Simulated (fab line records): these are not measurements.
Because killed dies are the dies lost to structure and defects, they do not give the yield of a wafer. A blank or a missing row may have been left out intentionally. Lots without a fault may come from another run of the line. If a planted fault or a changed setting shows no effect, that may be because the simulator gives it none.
fab line records -- flow sky130
record lots=10, wafers=30, last-day=50
route steps=708 shown POLY_GATE@230 SPACER@305 RES_XHIGH@339 LI_CONTACT@382
lots that met no fault: from a run of the same line without faults
start-h: hours from the record's opening day to when the first of the lot's shown wafers began -- wait-h: how many hours have passed since the lot's step before this one -- " the same as in the row above -- L1.1+2: several wafers, shown together as one row -- - either no value or no given start -- * or withheld: withheld -- < > ~ a bound
route shown NAME@n: names a module that has steps shown in the file, with the first one's number in the route -- usual: average and standard deviation across the fault-free wafers -- same: alike in all rows -- chamber/n: place in a boat -- sites: each site's reading -- _std_site: standard deviation across them -- _edge_site: inner sites' mean taken away from outer sites' mean -- radius-mm: how far each site lies from the wafer's centre -- mask NAME#n: copy n -- behind: the tool/chamber that last shaped the wafer -- hold: reason for holding the lot/hours on hold/outcome of the hold -- device: transistor that didn't switch, given as n, p or np -- end of line: the route-end tests of the same wafers -- step lacking rows: just its recipe -- killed: not the wafer's yield, but the dies lost to structure and defects at the first sort -- map: a wafer's dies, x killed, . not, _ none there
set.NAME: the setting that was run; set.NAME@STEP: the one run at that earlier step -- model.NAME: the simulator's own value behind a step, which no gauge read
a sample of lots followed through the steps of the route, with each step as a table and each wafer as a row
services: from which hour (start-h, from the record's first day; less than 0 if before it) a tool's chamber was out of use, for how many hours, and why
## steps
# step SKY_POLY_GATE_ETCH_16
# recipe stop-on=poly-Si, chemistry=CH3F/O2, target=Si3N4, source-w=400, bias-w=80, pressure-mtorr=25, ch3f-flow-sccm=40, O2_flow_sccm=30, time-s=147.5, target-depth-a=750
# usual drypump-motor-current-A=5.6/0.47, oes-product-au=0.642/0.0055, rf-fwd-power-W=398.4/1.3, throttle-valve-pct=10.535/0.0093
lot.wafer,tool,chamber,start-h,wait-h,drypump-motor-current-A,oes-product-au,rf-fwd-power-W,rf-hours-counter-h,throttle-valve-pct
L366.1,rie-diel-01,2,384.54,0.0,5.3,0.646,397.0,82,10.535
L366.4,rie-diel-01,3,384.54,0.0,6.0,0.640,397.3,5,10.533
L366.5,rie-diel-01,2,384.54,0.0,5.3,0.639,396.9,-,10.541
L367.2,rie-diel-03,1,384.89,0.0,5.5,0.634,398.4,50,10.531
L367.3,rie-diel-03,2,384.89,0.0,5.4,0.629,397.4,6,10.549
L367.6,rie-diel-03,1,384.89,0.0,5.4,0.644,397.0,-,10.535
L368.1,rie-diel-03,1,390.73,0.0,5.4,0.648,397.0,51,10.525
L368.2,rie-diel-03,0,390.73,0.0,5.9,0.640,396.8,11,10.527
L368.3,rie-diel-03,2,390.73,0.0,5.4,0.653,397.5,6,10.536
L370.2,rie-diel-01,3,411.46,0.0,6.0,0.636,397.7,6,10.543
L370.3,rie-diel-01,2,411.46,0.0,5.3,0.652,397.4,83,10.539
L370.5,rie-diel-01,1,411.46,0.0,6.5,0.642,399.2,-,10.532
L371.2,rie-diel-01,0,413.83,0.0,5.1,0.644,398.7,83,10.532
L371.3,rie-diel-01,2,413.83,0.0,5.3,0.645,399.3,83,10.533
L371.6,rie-diel-01,0,413.83,0.0,5.1,0.644,401.0,-,10.529
L377.3,rie-diel-02,1,474.81,0.0,6.3,0.647,397.8,91,10.537
L377.5,rie-diel-02,3,474.81,0.0,5.2,0.649,401.6,-,10.527
L377.6,rie-diel-02,1,474.81,0.0,6.3,0.648,398.3,-,10.532
L380.2,rie-diel-01,3,499.98,0.0,6.0,0.647,398.1,7,10.531
L380.5,rie-diel-01,1,499.98,0.0,6.4,0.640,401.1,-,10.516
L380.6,rie-diel-01,2,499.98,0.0,5.3,0.633,398.8,-,10.534
L382.1,rie-diel-02,3,512.16,0.0,5.2,0.647,398.9,54,10.531
L382.2,rie-diel-02,0,512.16,0.0,5.1,0.644,398.0,10,10.547
L382.6,rie-diel-02,2,512.16,0.0,5.3,0.649,398.1,-,10.527
L383.1,rie-diel-02,3,526.39,0.0,5.2,0.642,398.0,54,10.540
L383.3,rie-diel-02,0,526.39,0.0,5.1,0.644,400.9,10,10.530
L383.6,rie-diel-02,2,526.39,0.0,5.2,0.640,400.9,-,10.513
L386.4,rie-diel-01,3,542.19,0.0,6.1,0.634,397.1,-,10.529
L386.5,rie-diel-01,1,542.19,0.0,6.5,0.653,398.0,-,10.540
L386.6,rie-diel-01,2,542.19,0.0,5.3,0.648,397.9,-,10.537
# step SKY_SPACER_THK_MEAS_01
# recipe reads=Si3N4_of_SPACER_CVD_00
# usual SPACER_CVD_00_THK=43.1/0.41
lot.wafer,tool,chamber,start-h,wait-h,SPACER_CVD_00_THK[nm]
L366.1,film-metro-03,-,542.72,0.0,43.5
L366.4,film-metro-03,-,542.72,0.0,43.1
L366.5,film-metro-03,-,542.72,0.0,43.5
L367.2,film-metro-04,-,547.85,0.0,43.6
L367.3,film-metro-04,-,547.85,0.0,43.5
L367.6,film-metro-04,-,547.85,0.0,43.6
L368.1,film-metro-04,-,552.56,0.0,43.2
L368.2,film-metro-04,-,552.56,0.0,43.1
L368.3,film-metro-04,-,552.56,0.0,42.8
L370.2,film-metro-04,-,570.36,0.0,43.3
L370.3,film-metro-04,-,570.36,0.0,43.3
L370.5,film-metro-04,-,570.36,0.0,43.0
L371.2,film-metro-03,-,573.18,0.0,43.3
L371.3,film-metro-03,-,573.18,0.0,43.4
L371.6,film-metro-03,-,573.18,0.0,43.0
L377.3,film-metro-04,-,631.77,0.0,43.2
L377.5,film-metro-04,-,631.77,0.0,43.0
L377.6,film-metro-04,-,631.77,0.0,43.3
L380.2,film-metro-03,-,653.94,0.0,42.9
L380.5,film-metro-03,-,653.94,0.0,42.8
L380.6,film-metro-03,-,653.94,0.0,42.7
L382.1,film-metro-02,-,666.83,0.0,42.8
L382.2,film-metro-02,-,666.83,0.0,42.9
L382.6,film-metro-02,-,666.83,0.0,42.4
L383.1,film-metro-03,-,679.88,0.0,42.8
L383.3,film-metro-03,-,679.88,0.0,43.0
L383.6,film-metro-03,-,679.88,0.0,42.6
L386.4,film-metro-04,-,695.43,0.0,43.7
L386.5,film-metro-04,-,695.43,0.0,43.7
L386.6,film-metro-04,-,695.43,0.0,43.9
# step SKY_RES_XHIGH_IMPLANT_07
# recipe species=BF2, energy-kev=20, dose-cm2=3.6e+14, tilt-deg=0
# usual beam-energy-keV=20.001/0.0055
lot.wafer,tool,chamber,start-h,wait-h,beam-energy-keV
L366.1,implanter-01,0,632.24,0.1,19.995
L366.4,implanter-01,0,632.24,0.1,19.995
L366.5,implanter-01,0,632.24,0.1,19.996
L367.2,implanter-03,0,636.83,0.1,20.001
L367.3,implanter-03,0,636.83,0.1,20.000
L367.6,implanter-03,0,636.83,0.1,19.999
L368.1,implanter-02,0,641.74,0.1,19.994
L368.2,implanter-02,0,641.74,0.1,20.006
L368.3,implanter-02,0,641.74,0.1,19.993
L370.2,implanter-02,0,657.61,0.1,20.002
L370.3,implanter-02,0,657.61,0.1,20.009
L370.5,implanter-02,0,657.61,0.1,20.008
L371.2,implanter-03,0,662.40,0.1,20.011
L371.3,implanter-03,0,662.40,0.1,19.989
L371.6,implanter-03,0,662.40,0.1,19.996
L377.3,implanter-03,0,717.42,0.1,20.001
L377.5,implanter-03,0,717.42,0.1,20.000
L377.6,implanter-03,0,717.42,0.1,19.994
L377.3,implanter-03,0,717.74,0.3,19.998
L377.5,implanter-03,0,717.74,0.3,20.001
L377.6,implanter-03,0,717.74,0.3,20.005
L380.2,implanter-03,0,738.11,0.1,20.001
L380.5,implanter-03,0,738.11,0.1,20.009
L380.6,implanter-03,0,738.11,0.1,20.004
L380.2,implanter-03,0,738.43,0.3,19.996
L380.5,implanter-03,0,738.43,0.3,20.002
L380.6,implanter-03,0,738.43,0.3,19.994
L382.1,implanter-01,0,750.97,0.1,19.990
L382.2,implanter-01,0,750.97,0.1,19.992
L382.6,implanter-01,0,750.97,0.1,19.994
L383.1,implanter-03,0,764.72,0.1,20.002
L383.3,implanter-03,0,764.72,0.1,20.003
L383.6,implanter-03,0,764.72,0.1,19.995
L386.4,implanter-01,0,780.05,0.1,20.001
L386.5,implanter-01,0,780.05,0.1,19.996
L386.6,implanter-01,0,780.05,0.1,20.000
# step SKY_RES_XHIGH_STRIP_08
# recipe chemistry=O2/N2, power-w=1400, pressure-mtorr=1500, platen-temp-c=withheld, o2-flow-sccm=3000, n2-flow-sccm=300, overash-fraction=0.5
# usual drypump-motor-current-A=6.0/0.56, oes-product-au=0.712/0.0042, strip-time-to-endpoint-s=14.27/0.042
lot.wafer,tool,chamber,start-h,wait-h,drypump-motor-current-A,oes-product-au,rf-hours-counter-h,strip-time-to-endpoint-s
L366.1,plasma-asher-02,1,632.39,0.1,6.0,0.715,79,14.19
L366.4,plasma-asher-02,0,632.39,0.1,4.9,0.717,-,14.23
L366.5,plasma-asher-02,1,632.39,0.1,6.0,0.716,-,14.24
L367.2,plasma-asher-01,1,636.95,0.1,5.9,0.707,53,14.29
L367.3,plasma-asher-01,1,636.95,0.1,5.8,0.705,-,14.29
L367.6,plasma-asher-01,0,636.95,0.1,6.6,0.708,-,14.29
L368.1,plasma-asher-01,1,641.89,0.1,5.8,0.713,54,14.29
L368.2,plasma-asher-01,0,641.89,0.1,6.6,0.709,54,14.25
L368.3,plasma-asher-01,1,641.89,0.1,5.8,0.712,-,14.30
L370.2,plasma-asher-02,1,657.74,0.1,6.1,0.709,82,14.27
L370.3,plasma-asher-02,0,657.74,0.1,4.9,0.715,-,14.29
L370.5,plasma-asher-02,1,657.74,0.1,6.1,0.710,-,14.26
L371.2,plasma-asher-01,1,662.52,0.1,5.8,0.705,56,14.27
L371.3,plasma-asher-01,0,662.52,0.1,6.6,0.708,-,14.31
L371.6,plasma-asher-01,1,662.52,0.1,5.8,0.712,-,14.28
L377.3,plasma-asher-01,1,717.87,0.1,5.8,0.688,-,15.04
L377.5,plasma-asher-01,1,717.87,0.1,5.8,0.692,-,15.06
L377.6,plasma-asher-01,0,717.87,0.1,6.7,0.684,-,15.02
L380.2,plasma-asher-01,0,738.55,0.1,6.6,0.690,63,15.09
L380.5,plasma-asher-01,0,738.55,0.1,6.6,0.684,-,15.12
L380.6,plasma-asher-01,1,738.55,0.1,5.8,0.693,-,15.14
L382.1,plasma-asher-01,1,751.12,0.1,5.8,0.716,65,14.29
L382.2,plasma-asher-01,0,751.12,0.1,6.7,0.706,65,14.25
L382.6,plasma-asher-01,1,751.12,0.1,5.8,0.717,-,14.30
L383.1,plasma-asher-04,0,764.87,0.1,6.6,0.704,2,14.24
L383.3,plasma-asher-04,1,764.87,0.1,5.8,0.708,-,14.26
L383.6,plasma-asher-04,0,764.87,0.1,6.6,0.714,-,14.22
L386.4,plasma-asher-04,0,780.16,0.1,6.6,0.711,-,14.34
L386.5,plasma-asher-04,0,780.16,0.1,6.6,0.713,-,14.31
L386.6,plasma-asher-04,1,780.16,0.1,5.8,0.710,-,14.32
# step SKY_RES_XHIGH_TW_MEAS_09
# usual RES_XHIGH_TW=1648/19
lot.wafer,tool,chamber,start-h,wait-h,RES_XHIGH_TW
L366.1,film-metro-04,-,632.49,0.1,1659
L366.4,film-metro-04,-,632.49,0.1,1649
L366.5,film-metro-04,-,632.49,0.1,1660
L367.2,film-metro-01,-,637.06,0.1,1627
L367.3,film-metro-01,-,637.06,0.1,1630
L367.6,film-metro-01,-,637.06,0.1,1631
L368.1,film-metro-04,-,641.99,0.1,1661
L368.2,film-metro-04,-,641.99,0.1,1654
L368.3,film-metro-04,-,641.99,0.1,1664
L370.2,film-metro-01,-,657.85,0.1,1629
L370.3,film-metro-01,-,657.85,0.1,1625
L370.5,film-metro-01,-,657.85,0.1,1621
L371.2,film-metro-03,-,662.63,0.1,1649
L371.3,film-metro-03,-,662.63,0.1,1651
L371.6,film-metro-03,-,662.63,0.1,1654
L377.3,film-metro-01,-,717.96,0.1,1999
L377.5,film-metro-01,-,717.96,0.1,1996
L377.6,film-metro-01,-,717.96,0.1,1995
L380.2,film-metro-04,-,738.66,0.1,2048
L380.5,film-metro-04,-,738.66,0.1,2048
L380.6,film-metro-04,-,738.66,0.1,2034
L382.1,film-metro-03,-,751.22,0.1,1665
L382.2,film-metro-03,-,751.22,0.1,1664
L382.6,film-metro-03,-,751.22,0.1,1661
L383.1,film-metro-01,-,764.97,0.1,1626
L383.3,film-metro-01,-,764.97,0.1,1632
L383.6,film-metro-01,-,764.97,0.1,1633
L386.4,film-metro-01,-,780.25,0.1,1627
L386.5,film-metro-01,-,780.25,0.1,1629
L386.6,film-metro-01,-,780.25,0.1,1620
# step SKY_SD_N_RS_MEAS_18
# recipe thk-meas-gauge=four-point-probe
# usual RES_XHIGH_RS=333.6/1.3
lot.wafer,tool,chamber,start-h,wait-h,RES_XHIGH_RS[ohm/sq]
L366.1,film-metro-03,-,662.40,0.1,332.1
L366.4,film-metro-03,-,662.40,0.1,332.2
L366.5,film-metro-03,-,662.40,0.1,332.6
L367.2,film-metro-03,-,666.98,0.1,331.3
L367.3,film-metro-03,-,666.98,0.1,331.9
L367.6,film-metro-03,-,666.98,0.1,330.5
L368.1,film-metro-03,-,671.25,0.1,332.6
L368.2,film-metro-03,-,671.25,0.1,332.5
L368.3,film-metro-03,-,671.25,0.1,332.2
L370.2,film-metro-01,-,687.60,0.1,333.9
L370.3,film-metro-01,-,687.60,0.1,332.8
L370.5,film-metro-01,-,687.60,0.1,333.3
L371.2,film-metro-04,-,692.27,0.1,335.2
L371.3,film-metro-04,-,692.27,0.1,334.2
L371.6,film-metro-04,-,692.27,0.1,333.7
L377.3,film-metro-01,-,746.76,0.1,205.1
L377.5,film-metro-01,-,746.76,0.1,205.6
L377.6,film-metro-01,-,746.76,0.1,205.8
L380.2,film-metro-04,-,767.67,0.1,204.0
L380.5,film-metro-04,-,767.67,0.1,204.3
L380.6,film-metro-04,-,767.67,0.1,204.4
L382.1,film-metro-01,-,779.60,0.1,334.8
L382.2,film-metro-01,-,779.60,0.1,335.6
L382.6,film-metro-01,-,779.60,0.1,336.8
L383.1,film-metro-01,-,792.20,0.1,333.8
L383.3,film-metro-01,-,792.20,0.1,334.5
L383.6,film-metro-01,-,792.20,0.1,333.2
L386.4,film-metro-04,-,808.30,0.1,333.5
L386.5,film-metro-04,-,808.30,0.1,332.4
L386.6,film-metro-04,-,808.30,0.1,332.9
# step SKY_LI_CONTACT_SPUTTER_20
# recipe material=TiN, target-thk-nm=20, chamber-pressure-pa=5, power-w=4000, time-s=80
# usual throttle-valve-pct=29.9/0.79
lot.wafer,tool,chamber,start-h,wait-h,throttle-valve-pct
L366.1,pvd-sputter-03,-,692.38,0.0,29.1
L366.4,pvd-sputter-03,-,692.38,0.0,29.3
L366.5,pvd-sputter-03,-,692.38,0.0,29.0
L367.2,pvd-sputter-03,-,695.83,0.0,29.3
L367.3,pvd-sputter-03,-,695.83,0.0,29.1
L367.6,pvd-sputter-03,-,695.83,0.0,29.1
L368.1,pvd-sputter-04,-,700.64,0.0,30.0
L368.2,pvd-sputter-04,-,700.64,0.0,30.9
L368.3,pvd-sputter-04,-,700.64,0.0,29.7
L370.2,pvd-sputter-04,-,716.74,0.0,30.1
L370.3,pvd-sputter-04,-,716.74,0.0,29.7
L370.5,pvd-sputter-04,-,716.74,0.0,29.6
L371.2,pvd-sputter-04,-,720.49,0.0,30.8
L371.3,pvd-sputter-04,-,720.49,0.0,29.9
L371.6,pvd-sputter-04,-,720.49,0.0,29.4
L377.3,pvd-sputter-03,-,777.69,0.0,29.0
L377.5,pvd-sputter-03,-,777.69,0.0,29.3
L377.6,pvd-sputter-03,-,777.69,0.0,29.3
L380.2,pvd-sputter-01,-,795.61,0.0,30.1
L380.5,pvd-sputter-01,-,795.61,0.0,28.5
L380.6,pvd-sputter-01,-,795.61,0.0,30.1
L382.1,pvd-sputter-04,-,807.48,0.0,29.7
L382.2,pvd-sputter-04,-,807.48,0.0,31.3
L382.6,pvd-sputter-04,-,807.48,0.0,30.3
L383.1,pvd-sputter-04,-,819.68,0.0,31.3
L383.3,pvd-sputter-04,-,819.68,0.0,30.1
L383.6,pvd-sputter-04,-,819.68,0.0,30.3
L386.4,pvd-sputter-03,-,835.98,0.0,29.4
L386.5,pvd-sputter-03,-,835.98,0.0,29.9
L386.6,pvd-sputter-03,-,835.98,0.0,29.0
## services
tool,chamber,start-h,hours,kind
pvd-sputter-03,-,375.12,2.2,repair
rie-diel-01,1,378.22,3.2,repair
rie-diel-01,0,385.46,15.7,repair
implanter-03,-,393.98,2.2,repair
pvd-sputter-04,-,407.53,3.7,repair
implanter-03,-,436.56,6.5,pm
rie-diel-01,0,442.91,6.5,repair
implanter-03,-,467.20,4.1,repair
plasma-asher-01,-,480.85,14.6,pm
pvd-sputter-03,-,486.32,3.0,repair
pvd-sputter-04,-,528.73,1.1,repair
pvd-sputter-04,-,566.78,2.7,repair
pvd-sputter-03,-,614.83,2.5,repair
rie-diel-01,0,627.78,9.8,repair
plasma-asher-01,-,643.15,0.6,repair
rie-diel-01,1,705.42,7.0,repair
rie-diel-01,-,721.15,14.6,pm
pvd-sputter-03,-,739.55,0.7,repair
implanter-03,-,748.19,4.6,repair
rie-diel-01,1,753.49,3.2,repair
rie-diel-01,0,779.57,4.4,repair
plasma-asher-01,-,781.06,15.6,pm
pvd-sputter-03,-,806.48,2.3,repair
implanter-03,-,807.56,2.5,repair
## key
first-sign step=SKY_RES_XHIGH_IMPLANT_07, reading=visit, direction=added
effect step=SKY_RES_XHIGH_STRIP_08, reading=strip-time-to-endpoint-s, direction=up, sigmas=19, usual=*, struck=*
effect step=SKY_RES_XHIGH_TW_MEAS_09, reading=RES_XHIGH_TW, direction=up, sigmas=19, usual=1648, struck=2020
effect step=SKY_SD_N_RS_MEAS_18, reading=RES_XHIGH_RS, direction=down, sigmas=99+, usual=333.6, struck=204.9
met-at SKY_RES_XHIGH_IMPLANT_07
struck-lots L377,L380
tester-left-out L377,L380
not-acting-at SKY_POLY_GATE_ETCH_16,SKY_SPACER_THK_MEAS_01,SKY_LI_CONTACT_SPUTTER_20
fault kind=repeated-step-whole, tool=implanter-01,implanter-02,implanter-03, chamber=-, onset-h=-, steps=SKY_RES_XHIGH_IMPLANT_07, times=1, scope=struck-lots-only
# tester-left-out: of these lots the tester's yield and bins aren't shown, on N5 and GAA mostly nor the transistor test; their killed dies are dies lost to structure and defects alone, not to doping, threshold or leakage, so they don't give the yield
